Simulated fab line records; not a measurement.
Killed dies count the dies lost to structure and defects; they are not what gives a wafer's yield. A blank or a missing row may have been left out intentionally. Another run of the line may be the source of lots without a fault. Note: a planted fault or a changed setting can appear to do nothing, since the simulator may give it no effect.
fab line records + flow sky130
[record]
- lots = 10
- wafers = 30
- last-day = 50
route steps=708 shown CONTACT@425 METAL1@434 VIA1@460 PAD_OPEN@708
lots with no fault: from the same line, run without faults
start-h: the number of hours between the record's first day and the start of the first shown wafer of the lot + wait-h: hours since the lot's step before + " the same as in the row above + L1.1+2: one row covering several wafers at once + - no value, or no start was given + * or withheld: withheld + < > ~ a bound
route shown NAME@n: a module of which the file shows steps, and the number in the route of the first + usual: mean/standard deviation taken from wafers without a fault + same: alike in all rows + chamber/n: place in a boat + sites: each site's reading + _std_site: how widely they spread, as a standard deviation + _edge_site: inner sites' mean taken away from outer sites' mean + radius-mm: for every site, how far away it sits from the centre of the wafer + mask NAME#n: copy n + behind: the last tool/chamber to shape the wafer + hold: reason for holding the lot/hours on hold/outcome of the hold + device: transistor that didn't switch, given as n, p or np + end of line: at the end of the route, the tests of the same wafers + a step with no rows: only its recipe + killed: at the first sort, the dies lost to defects and structure; wafer yield is something else + map: dies across one wafer; x = killed, . = not, _ = none there
set.NAME: the setting the step ran with; set.NAME@STEP: the setting that earlier step ran with + model.NAME: the simulator's own value behind a step, which no gauge read
steps of the route over a sample of lots; a table a step, a row a wafer
services: when a tool's chamber went out of use (start-h, in hours from the record's first day, below 0 if earlier), for how many hours, and the reason
[[steps]]
[step SKY_CONTACT_STRIP_19]
[recipe]
- chemistry = O2/N2
- power-w = 1400
- pressure-mtorr = 1500
- platen-temp-c = withheld
- o2-flow-sccm = 3000
- n2-flow-sccm = 300
- overash-fraction = 0.5
[usual]
- drypump-motor-current-A = 6.1/0.49
- n2-flow-sccm = 300.1/0.93
- oes-product-au = 0.381/0.0046
- strip-time-to-endpoint-s = 3.62/0.038
| lot.wafer | tool            | chamber | start-h | wait-h | drypump-motor-current-A | n2-flow-sccm | oes-product-au | rf-hours-counter-h | strip-time-to-endpoint-s |
|-----------|-----------------|---------|---------|--------|-------------------------|--------------|----------------|--------------------|--------------------------|
| L851.2    | plasma-asher-02 | 0       | 732.92  | -      | 5.5                     | 300.3        | 0.382          | 60                 | 3.65                     |
| L851.3    | "               | 0       | "       | "      | 5.5                     | 300.5        | 0.379          | -                  | 3.67                     |
| L851.6    | "               | 1       | "       | "      | 6.0                     | 300.1        | 0.377          | -                  | 3.64                     |
| L852.2    | plasma-asher-02 | 0       | 746.20  | -      | 5.5                     | 299.9        | 0.387          | 62                 | 3.63                     |
| L852.3    | "               | 0       | "       | "      | 5.5                     | 298.9        | 0.377          | -                  | 3.54                     |
| L852.6    | "               | 0       | "       | "      | 5.5                     | 299.9        | 0.381          | -                  | 3.60                     |
| L857.3    | plasma-asher-02 | 1       | 785.76  | -      | 5.9                     | 303.1        | 0.379          | -                  | 3.60                     |
| L857.4    | "               | 0       | "       | "      | 5.5                     | 300.4        | 0.387          | -                  | 3.62                     |
| L857.5    | "               | 1       | "       | "      | 5.9                     | 300.9        | 0.382          | -                  | 3.68                     |
| L860.1    | plasma-asher-03 | 0       | 805.48  | -      | 6.4                     | 299.5        | 0.380          | 38                 | 3.59                     |
| L860.5    | "               | 0       | "       | "      | 6.4                     | 301.3        | 0.378          | -                  | 3.66                     |
| L860.6    | "               | 1       | "       | "      | 6.4                     | 301.3        | 0.383          | -                  | 3.61                     |
| L861.3    | plasma-asher-02 | 1       | 812.51  | -      | 6.0                     | 300.9        | 0.378          | -                  | 3.58                     |
| L861.5    | "               | 1       | "       | "      | 6.0                     | 299.9        | 0.379          | -                  | 3.64                     |
| L861.6    | "               | 0       | "       | "      | 5.5                     | 301.1        | 0.388          | -                  | 3.61                     |
| L866.3    | plasma-asher-03 | 1       | 850.58  | -      | 6.4                     | 302.5        | 0.379          | -                  | 3.57                     |
| L866.4    | "               | 0       | "       | "      | 6.4                     | 300.3        | 0.376          | -                  | 3.62                     |
| L866.5    | "               | 1       | "       | "      | 6.4                     | 301.0        | 0.375          | -                  | 3.58                     |
| L870.3    | plasma-asher-02 | 0       | 882.56  | -      | 5.5                     | 299.7        | 0.380          | -                  | 3.64                     |
| L870.5    | "               | 1       | "       | "      | 6.0                     | 302.0        | 0.388          | -                  | 3.67                     |
| L870.6    | "               | 0       | "       | "      | 5.5                     | 300.0        | 0.387          | -                  | 3.64                     |
| L872.3    | plasma-asher-04 | 1       | 895.20  | -      | 6.7                     | 302.4        | 0.388          | -                  | 3.70                     |
| L872.4    | "               | 0       | "       | "      | 5.4                     | 298.6        | 0.387          | -                  | 3.61                     |
| L872.5    | "               | 1       | "       | "      | 6.7                     | 301.1        | 0.391          | -                  | 3.64                     |
| L873.1    | plasma-asher-04 | 0       | 901.12  | -      | 5.4                     | 299.5        | 0.390          | 16                 | 3.66                     |
| L873.3    | "               | 1       | "       | "      | 6.7                     | 300.1        | 0.381          | -                  | 3.63                     |
| L873.6    | "               | 1       | "       | "      | 6.7                     | 300.4        | 0.388          | -                  | 3.62                     |
| L874.1    | plasma-asher-03 | 1       | 922.03  | -      | 6.4                     | 300.1        | 0.378          | 49                 | 3.62                     |
| L874.2    | "               | 0       | "       | "      | 6.4                     | 299.4        | 0.376          | 49                 | 3.58                     |
| L874.4    | "               | 1       | "       | "      | 6.4                     | 300.1        | 0.381          | -                  | 3.69                     |
[step SKY_METAL1_SPUTTER_00]
[recipe]
- material = Ti
- target-thk-nm = 15
- power-w = 3000
- time-s = 10
- chamber-pressure-pa = 0.4
[usual]
- throttle-valve-pct = 29.9/1.1
| lot.wafer | tool           | chamber | start-h | wait-h | throttle-valve-pct |
|-----------|----------------|---------|---------|--------|--------------------|
| L851.2    | pvd-sputter-03 | -       | 734.16  | 0.1    | 29.9               |
| L851.3    | "              | -       | "       | "      | 30.9               |
| L851.6    | "              | -       | "       | "      | 30.1               |
| L852.2    | pvd-sputter-03 | -       | 747.46  | 0.2    | 30.7               |
| L852.3    | "              | -       | "       | "      | 30.9               |
| L852.6    | "              | -       | "       | "      | 30.8               |
| L857.3    | pvd-sputter-03 | -       | 787.01  | 0.1    | 30.1               |
| L857.4    | "              | -       | "       | "      | 30.1               |
| L857.5    | "              | -       | "       | "      | 30.1               |
| L860.1    | pvd-sputter-04 | -       | 806.74  | 0.2    | 30.3               |
| L860.5    | "              | -       | "       | "      | 30.2               |
| L860.6    | "              | -       | "       | "      | 27.8               |
| L861.3    | pvd-sputter-03 | -       | 813.72  | 0.2    | 31.0               |
| L861.5    | "              | -       | "       | "      | 30.1               |
| L861.6    | "              | -       | "       | "      | 30.0               |
| L866.3    | pvd-sputter-03 | -       | 852.13  | 0.2    | 29.9               |
| L866.4    | "              | -       | "       | "      | 30.8               |
| L866.5    | "              | -       | "       | "      | 29.8               |
| L870.3    | pvd-sputter-04 | -       | 883.77  | 0.1    | 30.7               |
| L870.5    | "              | -       | "       | "      | 27.9               |
| L870.6    | "              | -       | "       | "      | 30.2               |
| L872.3    | pvd-sputter-04 | -       | 896.84  | 0.1    | 30.0               |
| L872.4    | "              | -       | "       | "      | 30.2               |
| L872.5    | "              | -       | "       | "      | 30.1               |
| L873.1    | pvd-sputter-01 | -       | 902.37  | 0.1    | 27.1               |
| L873.3    | "              | -       | "       | "      | 29.2               |
| L873.6    | "              | -       | "       | "      | 27.1               |
| L874.1    | pvd-sputter-03 | -       | 923.29  | 0.2    | 30.2               |
| L874.2    | "              | -       | "       | "      | 30.1               |
| L874.4    | "              | -       | "       | "      | 30.7               |
[step SKY_METAL1_METAL_ETCH_19]
[recipe]
- target-depth-a = 3600
- stop-on = SiO2
- over-etch-frac = 0.3
- time-s = 78
- chemistry = Cl2/BCl3
- resist-sidewall-deg = 88
- pressure-mtorr = 10
- icp-w = 900
- bias-w = 48.5
- Cl2_flow_sccm = 60
- bcl3-flow-sccm = 30
[usual]
- drypump-motor-current-A = 5.80/0.27
- he-backside-leak-sccm = 3.32/0.28
- oes-product-au = 0.858/0.0063
- over-etch-frac = 0.3/0
- throttle-valve-pct = 22.264/0.0092
| lot.wafer | tool         | chamber | start-h | wait-h | drypump-motor-current-A | he-backside-leak-sccm | oes-product-au | over-etch-frac | rf-hours-counter-h | throttle-valve-pct |
|-----------|--------------|---------|---------|--------|-------------------------|-----------------------|----------------|----------------|--------------------|--------------------|
| L851.2    | rie-metal-04 | 0       | 761.74  | 0.0    | 5.56                    | 3.07                  | 0.865          | 0.3            | 11                 | 22.257             |
| L851.3    | "            | 0       | "       | "      | 5.55                    | 3.37                  | 0.867          | 0.3            | -                  | 22.262             |
| L851.6    | "            | 0       | "       | "      | 5.58                    | 3.11                  | 0.860          | 0.3            | -                  | 22.275             |
| L852.2    | rie-metal-03 | 0       | 774.97  | 0.1    | 6.07                    | 3.28                  | 0.862          | 0.3            | -                  | 22.264             |
| L852.3    | "            | 0       | "       | "      | 6.07                    | 3.18                  | 0.857          | 0.3            | -                  | 22.262             |
| L852.6    | "            | 0       | "       | "      | 6.07                    | 3.21                  | 0.849          | 0.3            | -                  | 22.271             |
| L857.3    | rie-metal-03 | 1       | 813.54  | 0.1    | 6.01                    | 3.44                  | 0.849          | 0.3            | -                  | 22.275             |
| L857.4    | "            | 0       | "       | "      | 6.07                    | 3.23                  | 0.863          | 0.3            | -                  | 22.243             |
| L857.5    | "            | 0       | "       | "      | 6.07                    | 3.24                  | 0.845          | 0.3            | -                  | 22.259             |
| L860.1    | rie-metal-03 | 0       | 833.48  | 0.0    | 6.08                    | 3.20                  | 0.858          | 0.3            | 14                 | 22.276             |
| L860.5    | "            | 1       | "       | "      | 6.01                    | 3.11                  | 0.806          | 0.47053        | -                  | 22.242             |
| L860.6    | "            | 0       | "       | "      | 6.05                    | 3.00                  | 0.850          | 0.3            | -                  | 22.252             |
| L861.3    | rie-metal-03 | 0       | 841.32  | 0.1    | 6.08                    | 3.07                  | 0.857          | 0.3            | -                  | 22.250             |
| L861.5    | "            | 0       | "       | "      | 6.07                    | 3.19                  | 0.853          | 0.3            | -                  | 22.260             |
| L861.6    | "            | 1       | "       | "      | 6.02                    | 3.19                  | 0.807          | 0.47053        | -                  | 22.277             |
| L866.3    | rie-metal-01 | 1       | 877.62  | 0.1    | 5.37                    | 3.70                  | 0.858          | 0.3            | -                  | 22.267             |
| L866.4    | "            | 1       | "       | "      | 5.37                    | 3.28                  | 0.853          | 0.3            | -                  | 22.266             |
| L866.5    | "            | 1       | "       | "      | 5.36                    | 3.43                  | 0.861          | 0.3            | -                  | 22.261             |
| L870.3    | rie-metal-03 | 0       | 909.27  | 0.1    | 6.07                    | 3.31                  | 0.867          | 0.3            | -                  | 22.263             |
| L870.5    | "            | 0       | "       | "      | 6.09                    | 3.19                  | 0.864          | 0.3            | -                  | 22.259             |
| L870.6    | "            | 1       | "       | "      | 6.02                    | 2.95                  | 0.870          | 0.3            | -                  | 22.256             |
| L872.3    | rie-metal-03 | 0       | 922.37  | 0.1    | 6.09                    | 3.27                  | 0.858          | 0.3            | -                  | 22.271             |
| L872.4    | "            | 1       | "       | "      | 6.01                    | 3.34                  | 0.852          | 0.3            | -                  | 22.266             |
| L872.5    | "            | 1       | "       | "      | 6.02                    | 3.25                  | 0.857          | 0.3            | -                  | 22.259             |
| L873.1    | rie-metal-04 | 0       | 927.93  | 0.1    | 5.57                    | 3.44                  | 0.858          | 0.3            | 19                 | 22.258             |
| L873.3    | "            | 0       | "       | "      | 5.56                    | 3.22                  | 0.859          | 0.3            | -                  | 22.263             |
| L873.6    | "            | 0       | "       | "      | 5.57                    | 3.21                  | 0.862          | 0.3            | -                  | 22.269             |
| L874.1    | rie-metal-03 | 0       | 948.63  | 0.1    | 6.06                    | 3.28                  | 0.861          | 0.3            | 20                 | 22.270             |
| L874.2    | "            | 0       | "       | "      | 6.06                    | 3.26                  | 0.858          | 0.3            | -                  | 22.262             |
| L874.4    | "            | 0       | "       | "      | 6.06                    | 3.29                  | 0.866          | 0.3            | -                  | 22.268             |
[step SKY_METAL1_STRIP_20]
[recipe]
- chemistry = O2/N2
- power-w = 1400
- pressure-mtorr = 1500
- platen-temp-c = withheld
- o2-flow-sccm = 3000
- n2-flow-sccm = 300
- overash-fraction = 0.5
[usual]
- drypump-motor-current-A = 5.8/0.39
- n2-flow-sccm = 299.9/0.95
- oes-product-au = 0.343/0.0052
- strip-time-to-endpoint-s = 2.70/0.045
| lot.wafer | tool            | chamber | start-h | wait-h | drypump-motor-current-A | n2-flow-sccm | oes-product-au | rf-hours-counter-h | strip-time-to-endpoint-s |
|-----------|-----------------|---------|---------|--------|-------------------------|--------------|----------------|--------------------|--------------------------|
| L851.2    | plasma-asher-04 | 0       | 761.83  | 0.1    | 5.4                     | 300.9        | 0.347          | 2                  | 2.69                     |
| L851.3    | "               | 0       | "       | "      | 5.4                     | 300.5        | 0.339          | -                  | 2.69                     |
| L851.6    | "               | 0       | "       | "      | 5.4                     | 299.3        | 0.341          | -                  | 2.66                     |
| L852.2    | plasma-asher-02 | 0       | 775.12  | 0.1    | 5.5                     | 300.8        | 0.348          | 64                 | 2.70                     |
| L852.3    | "               | 0       | "       | "      | 5.5                     | 300.7        | 0.347          | -                  | 2.68                     |
| L852.6    | "               | 1       | "       | "      | 6.0                     | 300.9        | 0.344          | -                  | 2.70                     |
| L857.3    | plasma-asher-02 | 0       | 813.63  | 0.1    | 5.5                     | 300.6        | 0.335          | -                  | 2.66                     |
| L857.4    | "               | 1       | "       | "      | 6.0                     | 298.7        | 0.350          | -                  | 2.71                     |
| L857.5    | "               | 1       | "       | "      | 5.9                     | 299.4        | 0.343          | -                  | 2.70                     |
| L860.1    | plasma-asher-01 | 0       | 833.57  | 0.1    | 6.0                     | 301.1        | 0.339          | 96                 | 2.62                     |
| L860.5    | "               | 0       | "       | "      | 5.9                     | 301.1        | 0.322          | -                  | 2.33                     |
| L860.6    | "               | 1       | "       | "      | 5.6                     | 299.4        | 0.339          | -                  | 2.67                     |
| L861.3    | plasma-asher-01 | 1       | 841.42  | 0.1    | 5.6                     | 298.7        | 0.328          | -                  | 2.71                     |
| L861.5    | "               | 0       | "       | "      | 6.0                     | 298.8        | 0.344          | -                  | 2.68                     |
| L861.6    | "               | 1       | "       | "      | 5.6                     | 298.9        | 0.327          | -                  | 2.32                     |
| L866.3    | plasma-asher-04 | 1       | 877.77  | 0.1    | 6.7                     | 302.0        | 0.345          | -                  | 2.68                     |
| L866.4    | "               | 0       | "       | "      | 5.3                     | 298.0        | 0.345          | -                  | 2.67                     |
| L866.5    | "               | 1       | "       | "      | 6.7                     | 302.3        | 0.343          | -                  | 2.67                     |
| L870.3    | plasma-asher-01 | 0       | 909.36  | 0.1    | 5.9                     | 297.9        | 0.347          | -                  | 2.71                     |
| L870.5    | "               | 1       | "       | "      | 5.6                     | 299.6        | 0.345          | -                  | 2.73                     |
| L870.6    | "               | 0       | "       | "      | 6.0                     | 298.3        | 0.348          | -                  | 2.70                     |
| L872.3    | plasma-asher-04 | 1       | 922.47  | 0.1    | 6.7                     | 299.3        | 0.343          | -                  | 2.69                     |
| L872.4    | "               | 0       | "       | "      | 5.4                     | 299.3        | 0.349          | -                  | 2.73                     |
| L872.5    | "               | 1       | "       | "      | 6.7                     | 299.5        | 0.351          | -                  | 2.77                     |
| L873.1    | plasma-asher-02 | 1       | 928.11  | 0.1    | 5.9                     | 299.3        | 0.345          | 80                 | 2.64                     |
| L873.3    | "               | 1       | "       | "      | 5.9                     | 300.0        | 0.344          | -                  | 2.64                     |
| L873.6    | "               | 1       | "       | "      | 5.9                     | 300.3        | 0.341          | -                  | 2.65                     |
| L874.1    | plasma-asher-02 | 1       | 948.81  | 0.1    | 5.9                     | 300.6        | 0.340          | 82                 | 2.73                     |
| L874.2    | "               | 0       | "       | "      | 5.5                     | 301.8        | 0.344          | 82                 | 2.70                     |
| L874.4    | "               | 1       | "       | "      | 6.0                     | 299.2        | 0.343          | -                  | 2.72                     |
[step SKY_VIA1_CMP_02]
[recipe]
- material = SiO2
- down-force-psi = 4
- platen-rpm = 60
- pad-velocity-m-s = 0.94248
[usual]
- motor-current-A = 11.5/1.4
| lot.wafer | tool   | chamber | start-h | wait-h | motor-current-A |
|-----------|--------|---------|---------|--------|-----------------|
| L851.3    | cmp-01 | 2       | 762.72  | 0.1    | 10.1            |
| L851.2    | "      | 3       | "       | "      | 9.9             |
| L851.6    | "      | 2       | "       | "      | 9.8             |
| L852.2    | cmp-01 | 0       | 776.34  | 0.1    | 14.0            |
| L852.3    | "      | 2       | "       | "      | 10.2            |
| L852.6    | "      | 0       | "       | "      | 13.5            |
| L857.4    | cmp-01 | 3       | 814.41  | 0.1    | 10.5            |
| L857.3    | "      | 0       | "       | "      | 13.5            |
| L857.5    | "      | 2       | "       | "      | 9.1             |
| L860.1    | cmp-01 | 0       | 834.37  | 0.1    | 14.0            |
| L860.5    | "      | 0       | "       | "      | 12.6            |
| L860.6    | "      | 1       | "       | "      | 10.3            |
| L861.3    | cmp-02 | 3       | 842.46  | 0.3    | 13.2            |
| L861.6    | "      | 0       | "       | "      | 12.2            |
| L861.5    | "      | 1       | "       | "      | 13.4            |
| L866.3    | cmp-02 | 2       | 878.50  | 0.0    | 10.4            |
| L866.4    | "      | 1       | "       | "      | 12.4            |
| L866.5    | "      | 3       | "       | "      | 12.5            |
| L870.3    | cmp-02 | 0       | 910.29  | 0.2    | 12.0            |
| L870.5    | "      | 1       | "       | "      | 13.4            |
| L870.6    | "      | 2       | "       | "      | 10.6            |
| L872.3    | cmp-02 | 1       | 923.29  | 0.1    | 12.1            |
| L872.4    | "      | 3       | "       | "      | 12.8            |
| L872.5    | "      | 0       | "       | "      | 11.6            |
| L873.1    | cmp-01 | 0       | 929.00  | 0.1    | 13.2            |
| L873.3    | "      | 1       | "       | "      | 10.2            |
| L873.6    | "      | 2       | "       | "      | 10.4            |
| L874.4    | cmp-02 | 1       | 949.76  | 0.1    | 12.6            |
| L874.1    | "      | 2       | "       | "      | 10.6            |
| L874.2    | "      | 3       | "       | "      | 13.5            |
[step SKY_PAD_OPEN_PROBE_99]
[usual]
- defect-limited-yield = 82.1/1.9
- killed_at_M0_to_M3 = 45/6.8
- killed_at_M4_up = 3.0/1.7
- killed-at-contacts = 25/5.7
- killed-at-front-end = 15/4.6
- killed-at-other = 0.3/0.66
- killed-dies = 88/9.5
- killed-open = 48/7.3
- killed-short = 39/6.5
- sort_bin_3_pad_short = 0.9/0.47
- sort_bin_5_function = 10.6/1.5
- sort_bin_6_memory = 6.4/1.2
- sort-n-pass = 404/9.5
- sort-yield-pct = 82.1/1.9
[same]
- gross-dies = 492
- killed-at-back-side = 0
- sort_bin_4_leakage[%] = 0
- sort_bin_8_speed[%] = 0
| lot.wafer | tool      | chamber | start-h | wait-h | defect-limited-yield[%] | killed_at_M0_to_M3 | killed_at_M4_up | killed-at-contacts | killed-at-front-end | killed-at-other | killed-dies | killed-open | killed-short | sort_bin_3_pad_short[%] | sort_bin_5_function[%] | sort_bin_6_memory[%] | sort-n-pass | sort-yield-pct[%] |
|-----------|-----------|---------|---------|--------|-------------------------|--------------------|-----------------|--------------------|---------------------|-----------------|-------------|-------------|--------------|-------------------------|------------------------|----------------------|-------------|-------------------|
| L851.2    | prober-01 | -       | 1071.65 | 0.1    | 82.7                    | 49                 | 3               | 14                 | 19                  | 0               | 85          | 47          | 38           | 1.0                     | 10.0                   | 6.3                  | 407         | 82.7              |
| L851.3    | prober-01 | -       | 1071.70 | 0.2    | 82.9                    | 40                 | 3               | 21                 | 19                  | 1               | 84          | 42          | 41           | 0.8                     | 11.4                   | 4.9                  | 408         | 82.9              |
| L851.6    | prober-01 | -       | 1071.85 | 0.2    | 82.7                    | 39                 | 4               | 16                 | 26                  | 0               | 85          | 53          | 31           | 1.2                     | 10.4                   | 5.7                  | 407         | 82.7              |
// killed by level:class
L851.2 VIA1:geometric-particle:open=13 FIELD_ISO:geometric-particle:short=6 METAL2:geometric-particle:short=6 VIA2:geometric-particle:open=5 POLY_GATE:geometric-particle:open=4 CONTACT:geometric-particle:short=4 CONTACT:geometric-particle:open=4 METAL1:geometric-particle:short=4
L851.3 VIA1:geometric-particle:open=10 FIELD_ISO:geometric-particle:open=7 CONTACT:geometric-particle:open=7 VIA1:geometric-particle:short=7 POLY_GATE:geometric-particle:short=5 CONTACT:geometric-particle:short=5 LI_CONTACT:geometric-particle:open=4 LOCAL_INTERCONNECT:geometric-particle:short=4
L851.6 VIA1:geometric-particle:open=10 FIELD_ISO:geometric-particle:open=9 VIA3:geometric-particle:open=8 CONTACT:geometric-particle:open=6 POLY_GATE:geometric-particle:open=5 LI_CONTACT:geometric-particle:open=5 FIELD_ISO:geometric-particle:short=4 VIA3:geometric-particle:short=4
[[services]]
| tool            | chamber | start-h | hours | kind   |
|-----------------|---------|---------|-------|--------|
| pvd-sputter-04  | -       | 711.39  | 7.0   | repair |
| plasma-asher-04 | -       | 720.81  | 1.5   | repair |
| plasma-asher-04 | -       | 733.75  | 9.0   | pm     |
| rie-metal-03    | 0       | 740.67  | 16.3  | repair |
| cmp-02          | -       | 744.28  | 4.0   | pm     |
| cmp-02          | -       | 752.86  | 1.8   | repair |
| cmp-02          | -       | 761.76  | 5.4   | pm     |
| cmp-02          | -       | 792.80  | 5.1   | pm     |
| rie-metal-04    | -       | 794.54  | 2.8   | pm     |
| cmp-02          | -       | 800.27  | 2.1   | repair |
| cmp-02          | -       | 801.34  | 0.4   | repair |
| pvd-sputter-03  | -       | 801.55  | 6.2   | repair |
| rie-metal-03    | -       | 809.05  | 0.2   | repair |
| cmp-01          | -       | 817.28  | 5.5   | pm     |
| cmp-01          | -       | 824.66  | 0.5   | repair |
| plasma-asher-03 | -       | 824.98  | 3.7   | repair |
| pvd-sputter-04  | -       | 826.34  | 2.9   | repair |
| cmp-01          | -       | 861.68  | 2.6   | repair |
| plasma-asher-04 | -       | 886.61  | 0.6   | repair |
| plasma-asher-02 | -       | 903.39  | 2.8   | pm     |
| plasma-asher-04 | -       | 910.85  | 0.7   | repair |
| cmp-01          | -       | 912.47  | 4.0   | pm     |
| plasma-asher-04 | -       | 926.31  | 28.1  | pm     |
| rie-metal-03    | 1       | 936.64  | 28.2  | repair |
[[key]]
[first-sign]
- step = SKY_METAL1_METAL_ETCH_19
- reading = over-etch-frac
- direction = up
- sigmas = 99+
- usual = 0.3
- struck = 0.47053
[effect]
- step = SKY_METAL1_METAL_ETCH_19
- reading = oes-product-au
- direction = down
- sigmas = 8.2
- usual = 0.858
- struck = 0.806
[effect]
- step = SKY_METAL1_STRIP_20
- reading = strip-time-to-endpoint-s
- direction = down
- sigmas = 8.3
- usual = *
- struck = *
met-at SKY_METAL1_METAL_ETCH_19
struck-lots L860,L861
struck-wafers L860.5,L861.6
not-acting-at SKY_CONTACT_STRIP_19,SKY_METAL1_SPUTTER_00,SKY_VIA1_CMP_02
onset-between 813.54 833.48
[fault]
- kind = process-parameter-drift
- tool = rie-metal-03
- chamber = 1
- onset-h = 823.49
- steps = SKY_METAL1_METAL_ETCH_19
- channel = over-etch-frac
- offset = 0.17053
- shape = step
- end-h = 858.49
- acts-in = these-recipes-only
- stated = 0.3
